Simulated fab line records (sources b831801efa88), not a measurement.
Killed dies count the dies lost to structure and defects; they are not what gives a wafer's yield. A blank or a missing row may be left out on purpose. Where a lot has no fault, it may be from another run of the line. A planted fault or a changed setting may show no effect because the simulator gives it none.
Split-lot trial -- flow sfq-line -- on a route of 325 steps: 5 lots, 23 wafers read

== THE SPLIT ==
At SFQ_TRILAYER_M6_DEP_SPUTTER_157 (material Nb, target thk 200 nm, time 133.3 s), the setting power-w was moved away from the recipe's 2000 W on 11 of the 23 wafers read, by -8.4% to +6.7%. All remaining wafers had this setting at the recipe value.

== FROM THE SPLIT TO THE READING: what the file shows between them, 4 steps ==
- SFQ_M6_RS_MEAS_938: measures by four-point-probe
- SFQ_TRILAYER_M6_LITHO_PEB_162: peb time 60 s (also split here: peb-time-s)
- SFQ_TRILAYER_M6_LITHO_DEVELOP_161: time 60 s
- SFQ_TRILAYER_M6_BARC_OPEN_METAL_ETCH_206: etches BARC in O2, target depth 125 nm, time 41.7 s

== THE READING ==
oes-product-au, in a.u., at SFQ_TRILAYER_M6_ETCH_METAL_ETCH_162 (etches Nb in Cl2/Ar, stops on SiO2, target depth 240 nm, time 120 s). Fault-free wafers of this fab line usually give 0.889 a.u., standard deviation 0.0056 a.u.

wafer,"tool, chamber at the split","power-w as run, W",against the recipe,"oes-product-au, a.u.",against lot-mates on the recipe
L074.1,"pvd-sputter-04, -",2000,recipe,0.902,-
L074.2,"pvd-sputter-04, -",2000,recipe,0.894,-
L074.3,"pvd-sputter-04, -",2106,+5.3%,0.915,+0.022
L074.4,"pvd-sputter-04, -",2106,+5.3%,0.914,+0.021
L074.6,"pvd-sputter-04, -",2000,recipe,0.884,-
L075.3,"pvd-sputter-05, -",2000,recipe,0.883,-
L075.4,"pvd-sputter-05, -",2000,recipe,0.887,-
L075.5,"pvd-sputter-05, -",2000,recipe,0.891,-
L076.2,"pvd-sputter-06, -",2000,recipe,0.881,-
L076.3,"pvd-sputter-06, -",2134,+6.7%,0.924,+0.039
L076.4,"pvd-sputter-06, -",2000,recipe,0.890,-
L076.5,"pvd-sputter-06, -",2134,+6.7%,0.931,+0.046
L076.6,"pvd-sputter-06, -",2134,+6.7%,0.921,+0.036
L077.1,"pvd-sputter-05, -",2000,recipe,0.894,-
L077.3,"pvd-sputter-05, -",2111,+5.6%,0.917,+0.023
L077.4,"pvd-sputter-05, -",2000,recipe,0.894,-
L077.5,"pvd-sputter-05, -",2111,+5.6%,0.924,+0.030
L077.6,"pvd-sputter-05, -",2111,+5.6%,0.919,+0.025
L083.2,"pvd-sputter-04, -",1832,-8.4%,0.852,-0.046
L083.3,"pvd-sputter-04, -",2000,recipe,0.906,-
L083.4,"pvd-sputter-04, -",1832,-8.4%,0.853,-0.045
L083.5,"pvd-sputter-04, -",2000,recipe,0.890,-
L083.6,"pvd-sputter-04, -",1832,-8.4%,0.855,-0.043

THE FIT
A straight line over all 23 wafers: oes-product-au changes by +0.00475 a.u. for each +1% of power-w; r = +0.97; the points scatter about the line by 0.0059 a.u.
The same after taking each lot's own level away (the mean of its wafers on the recipe; 23 wafers): +0.00524 a.u. for each +1%; r = +0.98; scatter 0.0055 a.u.
Per that fit: largest power-w move, reading shift of 0.044 a.u.
The span of the lots' own levels, 0.8855 to 0.8980 a.u., comes to 2.2 times the standard deviation stated above.
The two slopes agree, so the slope changes little with the lot-to-lot level.
Check: with one of the wafers moved furthest among these (-8.4%) left out of the fit, the line predicts -0.044 a.u. for it against its lot-mates. It came out at -0.046 a.u. against them.

== THESE WAFERS: OTHER SPLITS ==
These wafers also went through other splits before the reading. Each is held against what the fit with the lots' levels taken away leaves over:
other split on the same wafers,wafers away from the commonest value,r with oes-product-au (lot level and that fit taken away)
SFQ_TRILAYER_I5_BARC_OPEN_VIA_ETCH_200 source-w,7,+0.15
SFQ_TRILAYER_C5_LITHO_COAT_156 resist-thk-nm,8,+0.21
SFQ_TRILAYER_M6_LITHO_PEB_162 peb-time-s,11,-0.14

== THE WHOLE CHAIN: every reading that the file lists as answering this split, in the file's order ==
step,what it does,reading,change (the file's fit),r (the file's)
SFQ_TRILAYER_M6_DEP_SPUTTER_157,"material Nb, target thk 200 nm, time 133.3 s","Nb_of_TRILAYER_M6_DEP_SPUTTER_157.thk-nm (the simulator's own value, which no gauge read)",+1.98 nm for each +1% of the setting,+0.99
SFQ_M6_RS_MEAS_938,measures by four-point-probe,M6_NB_RS,-0.009 for each +1% of the setting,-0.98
SFQ_TRILAYER_M6_ETCH_METAL_ETCH_162,"etches Nb in Cl2/Ar, stops on SiO2, target depth 240 nm, time 120 s",oes-product-au,+0.00513 a.u. for each +1% of the setting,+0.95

== THE FILE'S OWN FIT ==
oes-product-au changes by +0.00513 a.u. for each +1% of power-w, r = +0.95.
